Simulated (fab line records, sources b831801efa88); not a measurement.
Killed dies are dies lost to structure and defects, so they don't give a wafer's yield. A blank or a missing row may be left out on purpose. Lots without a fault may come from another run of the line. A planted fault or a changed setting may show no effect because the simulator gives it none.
Which tool did it? | flow gf180mcu | 11 lots, 33 wafers sampled, at 4 steps of a route of 602

WHAT THE GAUGES READ, wafer by wafer
GF_V2_RS_MEAS_24: measures by four-point-probe.
lot  | measured     | on            | V2_W_RS (ohm/sq)
L619 | day 20 05:38 | film_metro-03 | 0.322 0.321 0.328
L621 | day 21 00:54 | film_metro-01 | 0.332 0.324 0.329
L624 | day 22 03:32 | film_metro-03 | 0.322 0.330 0.322
L626 | day 23 02:41 | film_metro-03 | 0.323 0.327 0.323
L627 | day 23 10:53 | film_metro-01 | 0.324 0.322 0.323
L628 | day 23 22:05 | film_metro-01 | 0.332 0.325 0.326
L629 | day 24 00:33 | film_metro-04 | 0.327 0.333 0.333
L630 | day 24 16:00 | film_metro-03 | 0.320 0.326 0.327
L631 | day 25 01:37 | film_metro-04 | 0.328 0.341 0.333
L633 | day 25 11:45 | film_metro-01 | 0.503 0.481 0.502
L635 | day 26 03:31 | film_metro-01 | 0.513 0.504 0.497

WHICH TOOL RAN EACH LOT (tool, then ch and the chambers of the sampled wafers, then the start)
lot  | GF_M2_SPUTTER_03             | GF_V2_SPUTTER_21             | GF_V2_CVD_23
L619 | pvd_sputter-02, day 18 03:28 | pvd_sputter-02, day 20 05:26 | cvd_w-01 ch 0,1, day 20 05:32
L621 | pvd_sputter-04, day 18 22:15 | pvd_sputter-03, day 21 00:40 | cvd_w-02 ch 0,1, day 21 00:46
L624 | pvd_sputter-02, day 20 01:20 | pvd_sputter-01, day 22 03:16 | cvd_w-02 ch 0,1, day 22 03:25
L626 | pvd_sputter-02, day 21 00:49 | pvd_sputter-03, day 23 02:21 | cvd_w-02 ch 0, day 23 02:27
L627 | pvd_sputter-03, day 21 09:53 | pvd_sputter-02, day 23 10:41 | cvd_w-02 ch 0,1, day 23 10:47
L628 | pvd_sputter-04, day 21 21:22 | pvd_sputter-02, day 23 21:52 | cvd_w-01 ch 0,1, day 23 21:58
L629 | pvd_sputter-03, day 22 00:55 | pvd_sputter-01, day 24 00:20 | cvd_w-01 ch 0,1, day 24 00:26
L630 | pvd_sputter-02, day 22 16:28 | pvd_sputter-01, day 24 15:47 | cvd_w-02 ch 0,1, day 24 15:53
L631 | pvd_sputter-02, day 23 02:19 | pvd_sputter-02, day 25 01:23 | cvd_w-01 ch 0,1, day 25 01:29
L633 | pvd_sputter-03, day 23 12:50 | pvd_sputter-01, day 25 11:32 | cvd_w-01 ch 0,1, day 25 11:38
L635 | pvd_sputter-04, day 24 05:17 | pvd_sputter-03, day 26 03:19 | cvd_w-01 ch 0,1, day 26 03:25
- GF_M2_SPUTTER_03: material Ti, target thk 10 nm, time 6.7 s.
- GF_V2_SPUTTER_21: material Ti, target thk 15 nm, time 80.02 s.
- GF_V2_CVD_23: deposits W, target thk 350 nm, time 104.94 s.

THE ANSWER, worked out from the rows above alone
Rule: what is usual is taken from the lots themselves. Put in order of their means at a reading, lots are off if they are a third of the lots or fewer, leave a main group of 4 or more, and stand apart from it by a gap of 3 or more times the standard deviation of the main group's means; of several such gaps the widest counts. A main group whose means are all the same, to the digits that the tables above print for the reading, isn't used. A lot without any number at a reading at which 4 lots or more have one is off too. The other lots that the step has rows for count as sound.
Off: L633, L635, at GF_V2_RS_MEAS_24 (V2_W_RS). The main group: mean 0.327 ohm/sq, standard deviation 0.0036.
A tool fits if, at a process step before that reading, it ran every lot that is off, and no sound lot after the first of them. The gauges at GF_V2_RS_MEAS_24 are tried like those tools. Can't be told from this: 2 tools fit, cvd_w-01 at GF_V2_CVD_23, film_metro-01 at GF_V2_RS_MEAS_24.

WHAT THE SIMULATOR HAD PUT IN
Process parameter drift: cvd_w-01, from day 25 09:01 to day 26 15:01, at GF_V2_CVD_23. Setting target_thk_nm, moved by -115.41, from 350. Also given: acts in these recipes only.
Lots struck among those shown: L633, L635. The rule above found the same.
